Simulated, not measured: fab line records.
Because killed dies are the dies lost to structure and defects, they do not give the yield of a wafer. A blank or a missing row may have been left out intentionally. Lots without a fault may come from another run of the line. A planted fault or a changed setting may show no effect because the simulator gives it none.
Matching of chambers | flow sky130 | SKY_CONTACT_CMP_04 on cmp-01 has 4 sister chambers
The step polishes SiO2. 14 wafers are shown with their chamber, then 7 later ones without.

WAFERS PAIRED WITH THEIR CHAMBERS
wafer  | chamber | motorCurrentA (A) | timeToEndpointS (s) | slurryFilterDpKPa (kPa)
L607.2 | 2       | 12.8              | 81                  | 13.51
L607.3 | 1       | 12.1              | 83                  | 13.39
L607.6 | 3       | 12.3              | 79                  | 13.67
L606.1 | 3       | 11.9              | 80                  | 13.40
L606.2 | 2       | 11.9              | 85                  | 13.44
L606.3 | 0       | 12.0              | 87                  | 13.25
L610.1 | 1       | 12.7              | 80                  | 13.39
L610.2 | 2       | 12.6              | 79                  | 13.52
L610.5 | 2       | 12.1              | 78                  | 13.50
L612.2 | 2       | 12.7              | 87                  | 13.49
L612.5 | 1       | 13.1              | 85                  | 13.83
L612.6 | 0       | 11.8              | 80                  | 13.56
L618.2 | 2       | 12.8              | 82                  | 13.58
L618.3 | 3       | 13.0              | 76                  | 13.46

SIGNATURES (means of the wafers above)
reading           | chamber 0 | chamber 1 | chamber 2 | chamber 3 | scatter within a chamber
motorCurrentA     | 11.900    | 12.633    | 12.483    | 12.400    | 0.435
timeToEndpointS   | 83.50     | 82.67     | 82.00     | 78.33     | 3.25
slurryFilterDpKPa | 13.4050   | 13.5367   | 13.5067   | 13.5100   | 0.151
Rule: for each reading, subtract the chamber's mean from the wafer's reading, divide by that reading's scatter and square the result; add these up over the readings and take the root, which gives the wafer's distance from the chamber. The wafer belongs to the nearest chamber; if the next one is less than 2 further off, it can't be placed. The scatter is the square root of a quotient: the sum, over the shown wafers, of each reading's squared deviation from its chamber's mean, divided by wafers minus chambers.

WAFERS WITHOUT THEIR CHAMBER
wafer  | motorCurrentA (A) | timeToEndpointS (s) | slurryFilterDpKPa (kPa)
L618.4 | 11.4              | 85                  | 13.66
L621.1 | 12.0              | 87                  | 13.84
L621.2 | 12.1              | 90                  | 13.59
L621.6 | 12.6              | 83                  | 13.63
L627.1 | 12.3              | 87                  | 13.66
L627.3 | 13.0              | 82                  | 13.58
L627.5 | 12.8              | 84                  | 13.41

CHAMBER TAKEN BY EACH
wafer  | from the rows above               | in truth
L618.4 | can't be placed: 0 or 2 or 1 or 3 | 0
L621.1 | can't be placed: 1 or 2 or 0 or 3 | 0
L621.2 | can't be placed: 0 or 1 or 2 or 3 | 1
L621.6 | can't be placed: 1 or 2 or 3 or 0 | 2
L627.1 | can't be placed: 1 or 2 or 0 or 3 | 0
L627.3 | can't be placed: 1 or 2 or 3 or 0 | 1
L627.5 | can't be placed: 1 or 2 or 0 or 3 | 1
0 of 7 placed correctly. These rows do not allow placing 7 (true chamber among the candidates in 7). Number placed wrongly: 0.
